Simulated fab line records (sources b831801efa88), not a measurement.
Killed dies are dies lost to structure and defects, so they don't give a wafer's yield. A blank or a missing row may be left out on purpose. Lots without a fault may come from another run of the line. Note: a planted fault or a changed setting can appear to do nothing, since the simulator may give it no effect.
Chamber matching :: flow gf180mcu :: GF_MIM_CVD_05 on pecvd-04: 3 sister chambers
The step deposits Si3N4, target thk 42 nm, time 29.086 s. 14 wafers are shown with their chamber, then 7 later ones without.

EACH WAFER AND ITS CHAMBER
wafer: L763.3
chamber: 2
heaterPowerW (W): 678

wafer: L763.5
chamber: 0
heaterPowerW (W): 612

wafer: L763.6
chamber: 2
heaterPowerW (W): 684

wafer: L764.1
chamber: 1
heaterPowerW (W): 609

wafer: L764.4
chamber: 0
heaterPowerW (W): 594

wafer: L764.6
chamber: 1
heaterPowerW (W): 609

wafer: L765.1
chamber: 2
heaterPowerW (W): 680

wafer: L765.2
chamber: 1
heaterPowerW (W): 658

wafer: L765.4
chamber: 2
heaterPowerW (W): 685

wafer: L766.1
chamber: 2
heaterPowerW (W): 658

wafer: L766.4
chamber: 2
heaterPowerW (W): 688

wafer: L766.6
chamber: 1
heaterPowerW (W): 707

wafer: L770.2
chamber: 2
heaterPowerW (W): 665

wafer: L770.3
chamber: 0
heaterPowerW (W): 540

SIGNATURES, as means of the wafers listed above
reading: heaterPowerW
chamber 0: 582.00
chamber 1: 645.75
chamber 2: 676.86
scatter within a chamber: 30.4
Rule: a wafer's distance from a chamber is the root of the sum, over the readings, of the square of ((its reading less the chamber's mean) divided by the reading's scatter). The wafer belongs to the nearest chamber; if the next one is less than 2 further off, it can't be placed. The scatter: take each reading less its chamber's mean, square it, sum over the shown wafers, divide by the number of wafers less the number of chambers, and take the root.

WAFERS WITHOUT THEIR CHAMBER
wafer: L770.6
heaterPowerW (W): 570

wafer: L772.3
heaterPowerW (W): 595

wafer: L772.4
heaterPowerW (W): 666

wafer: L772.5
heaterPowerW (W): 661

wafer: L774.1
heaterPowerW (W): 604

wafer: L774.2
heaterPowerW (W): 584

wafer: L774.6
heaterPowerW (W): 601

THE CHAMBER EACH PASSED THROUGH
wafer: L770.6
from the rows above: 0
in truth: 0

wafer: L772.3
from the rows above: can't be placed: 0 or 1
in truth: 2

wafer: L772.4
from the rows above: can't be placed: 2 or 1
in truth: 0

wafer: L772.5
from the rows above: can't be placed: 1 or 2
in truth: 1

wafer: L774.1
from the rows above: can't be placed: 0 or 1 or 2
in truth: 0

wafer: L774.2
from the rows above: can't be placed: 0 or 1
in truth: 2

wafer: L774.6
from the rows above: can't be placed: 0 or 1 or 2
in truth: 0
Correct placement for 1 of the 7. Can't be placed from these rows: 6 (the true chamber is among the candidates in 3). Wrongly placed: 0.
